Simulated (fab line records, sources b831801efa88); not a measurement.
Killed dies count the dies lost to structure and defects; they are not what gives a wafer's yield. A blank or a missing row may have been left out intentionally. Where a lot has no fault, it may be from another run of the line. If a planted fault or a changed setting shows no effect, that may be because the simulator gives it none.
Chamber matching | flow gf180mcu | pecvd-01 running GF_V1_CVD_02: 3 sister chambers
The step deposits SiO2 from TEOS, target thk 850 nm, time 94.851 s. 3 wafers are shown with their chamber, then 11 later ones without.

## WAFERS PAIRED WITH THEIR CHAMBERS
wafer  | chamber | heater-power-w (W)
L089.1 | 0       | 717
L089.2 | 2       | 637
L091.1 | 1       | 677

## WAFERS MISSING THEIR CHAMBER
wafer  | heater-power-w (W)
L091.2 | 738
L091.6 | 690
L092.4 | 631
L092.5 | 616
L092.6 | 687
L094.2 | 748
L094.4 | 792
L094.6 | 562
L095.2 | 800
L095.5 | 696
L095.6 | 631

## WHICH CHAMBER EACH WENT THROUGH
wafer  | from the rows above          | in truth
L091.2 | can't be placed: 0 or 1 or 2 | 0
L091.6 | can't be placed: 1 or 0 or 2 | 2
L092.4 | can't be placed: 2 or 1 or 0 | 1
L092.5 | can't be placed: 2 or 1 or 0 | 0
L092.6 | can't be placed: 1 or 0 or 2 | 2
L094.2 | can't be placed: 0 or 1 or 2 | 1
L094.4 | can't be placed: 0 or 1 or 2 | 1
L094.6 | can't be placed: 2 or 1 or 0 | 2
L095.2 | can't be placed: 0 or 1 or 2 | 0
L095.5 | can't be placed: 1 or 0 or 2 | 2
L095.6 | can't be placed: 2 or 1 or 0 | 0
Correct placement for 0 of the 11. Unplaceable from these rows: 11, with the true chamber sitting among the candidates in 11. Number placed wrongly: 0.
How it was worked out, from the rows above alone: a wafer's distance from a chamber is the root of the sum, over the readings, of the square of ((its reading less the chamber's mean) divided by the reading's scatter). The wafer belongs to the nearest chamber; if the next one is less than 2 further off, it can't be placed. Each chamber's mean is taken over the wafers shown for it. The scatter (one wafer shown for each chamber): square how far every hidden wafer sits from the nearest shown wafer, average those squares and take the square root.
